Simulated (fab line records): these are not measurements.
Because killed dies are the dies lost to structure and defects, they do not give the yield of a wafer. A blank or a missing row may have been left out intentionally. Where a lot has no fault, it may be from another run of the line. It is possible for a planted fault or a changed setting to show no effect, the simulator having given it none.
Comparing a struck lot with a sound one | flow sky130 | 13 out of 708 route steps
Sound: these wafers, L147.2, L147.3, L147.5. Wafers L144.1, L144.3, L144.5 were the ones struck. At the end, the cause is stated.
At each step with rows: each side's tool, then ch and its chambers, then its first start. Under that, the readings that differ: sound wafers | struck wafers | difference of the means | sigmas: that difference in standard deviations of wafers without a fault.
alike: words and numbers the same on both sides, and readings whose means are apart by under 2 such deviations; not compared: readings that were withheld, readings missing a value for some wafer, numbers with overlapping values and no deviation given by the record, and bounds like >300 which may hide the same value.
A row with sigmas, a row that says differs or no value, or rows on one side alone: a step with any of these is where the two part. When numbers do not overlap yet have no deviation, they are printed without sigmas and do not part them. A reading missing from all wafers of one side parts the sides only when that side holds two or more wafers.

first, 5 steps without rows for these wafers: SKY_FIELD_ISO_WET_ETCH_18 (etches Si3N4 in H3PO4, target depth 25 nm, time 286 s); SKY_FIELD_ISO_CLEAN_19 (cleans in SC1/SC2, time 150 s); SKY_FIELD_ISO_CLEAN_20 (cleans in dHF, time 20 s); SKY_FIELD_ISO_WET_ETCH_21 (etches SiO2 in dHF, target depth 20 nm, time 400 s); SKY_FIELD_ISO_OXIDATION_22 (stabilise 600 s, purge 300 s, target thk 10 nm).
SKY_FIELD_ISO_THK_MEAS_23:
  sound on filmMetro-02 at day 6 19:25; struck on filmMetro-01 at day 6 04:34
  alike: FIELD_ISO_OXIDATION_01_THK
then, 1 step without rows for these wafers: SKY_FIELD_ISO_CVD_24 (deposits SiO2, target thk 595 nm, time 99.2 s).
SKY_FIELD_ISO_THK_MEAS_25:
  sound on filmMetro-01 at day 6 19:34; struck on filmMetro-03 at day 6 04:44
  alike: FIELD_ISO_CVD_24_THK
then, 1 step without rows for these wafers: SKY_FIELD_ISO_ANNEAL_26 (time 1800 s).
SKY_FIELD_ISO_CMP_27: polishes, stops on Si3N4, t overpolish 16 s, target thk 457.8 nm.
  sound on cmp-02 ch 0,2, day 6 21:10; struck on cmp-02 ch 0,3, day 6 06:53
  alike: motorCurrentA, overpolishRunS, timeToEndpointS
then, 2 steps without rows for these wafers: SKY_FIELD_ISO_WET_ETCH_28 (etches SiO2 in dHF, target depth 23.7 nm, time 47 s); SKY_FIELD_ISO_WET_ETCH_29 (etches Si3N4 in H3PO4, target depth 160 nm, time 1825 s).
SKY_FIELD_ISO_WET_ETCH_30: etches SiO2 in dHF, target depth 25 nm, time 50 s.
  sound on wetBench-03 ch 2, day 6 21:56; struck on wetBench-04 ch 2, day 6 07:47
  no value came back on the struck wafers for bathHeatDutyPct (%), runLengthS (s); on the sound wafers bathHeatDutyPct (%) reads 7.2 7.0 7.1
reading                                         | sound           | struck            | difference | sigmas
model.SiO2_of_FIELD_ISO_CVD_24.thkNm (nm)       | 402.8 403 404.4 | 433.7 433.2 431.5 | +29.4      | 
model.SiO2_of_FIELD_ISO_OXIDATION_01.thkNm (nm) | 0 0 0           | 11.92 11.81 11.82 | +11.85     | 

WHERE THEY PART
Only at SKY_FIELD_ISO_WET_ETCH_30, within this record.

WHY: whatever the simulator had introduced
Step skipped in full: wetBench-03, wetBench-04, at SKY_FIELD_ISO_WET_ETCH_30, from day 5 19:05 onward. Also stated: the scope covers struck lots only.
